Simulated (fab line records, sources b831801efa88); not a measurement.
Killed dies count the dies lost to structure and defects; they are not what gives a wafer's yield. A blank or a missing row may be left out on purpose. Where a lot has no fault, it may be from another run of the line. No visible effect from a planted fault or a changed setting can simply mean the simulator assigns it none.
Code-filled problem report in 8D (eight disciplines) form ; flow gf180mcu ; the parts of the form that need people (team, actions taken, sign-off) are left out

== 1. WHAT WENT WRONG ==
Mean of rf-fwd-power-W at GF_V2_ETCH_16: 293.8 W across 6 wafers in 2 lots; on wafers with no fault it is 495.0 W (standard deviation 2.2). Measured from the usual mean, that is -91 standard deviations.
The step: etches BARC in N2/H2.
Seen first at day 22 06:34 on rie-diel-03, wafer L359.1. The record has a number at this step for 18 wafers belonging to 6 lots. Rule for "out" (also "out of limits"): further than 4 standard deviations from the usual mean. All remaining wafers that have a number are taken as sound.

== 2. WHAT IT IS AND WHAT IT IS NOT ==
question;is;is not
which readings at this step;rf-fwd-power-W, oes-product-au;drypump-motor-current-A
which lots;L359, L360;L367, L368, L370, L371
which wafers of those lots;all that have a number;-
read on which tools;rie-diel-03;rie-diel-04
when;from day 22 06:34;"up to then (0 sound wafers); but 12 sound wafers of L367, L368, L370, L371 came after"

== 3. THE SUSPECTS, EACH WITH WHAT RULES IT OUT ==
Counting: any tool at a process step up to the reading is kept as a suspect provided that every lot that is out went through it and no sound lot did after the first of them.
- cmp-01 at GF_V2_CMP_04 (polishes SiO2): ruled out as a lasting fault. Following L359 (day 21 06:31), the first lot on it that is out, the sound lots L368, L371 were run on it.
- rie-diel-03 at GF_V2_ETCH_16 (etches BARC in N2/H2): ruled out as a lasting fault. Following L359 (day 22 06:34), the first lot on it that is out, the sound lots L367, L368 were run on it.
Left after counting: nothing in the record.

== 4. THE CAUSE (what the simulator had put in) ==
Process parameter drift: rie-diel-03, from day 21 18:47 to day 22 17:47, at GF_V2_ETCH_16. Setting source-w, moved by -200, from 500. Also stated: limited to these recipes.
Counting ruled it out, wrongly.

== 5. THE EFFECT CHAIN, in route order ==
One row per reading whose mean, taken over the struck wafers that have a number, lies over 3 standard deviations from the usual. Readings are gone through only where the record gives a usual standard deviation; hours: the median, over the lots, of the time from a lot's start at the first step in this table giving one to that lot's start at this step; sigmas: the change measured in usual standard deviations.
hours;step;reading;usual;on struck wafers;change;sigmas
0;GF_V2_ETCH_16;oes-product-au;0.855 a.u.;0.784;-0.071;-16
0;GF_V2_ETCH_16;rf-fwd-power-W;495.0 W;293.8;-201.2;-91
Process steps it contains:
- GF_V2_ETCH_16: etches BARC in N2/H2.

== 6. HOW IT WOULD HAVE BEEN CAUGHT EARLIER ==
In this record no reading fell out of limits until day 22 06:34, 12 hours after the fault had begun at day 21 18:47.
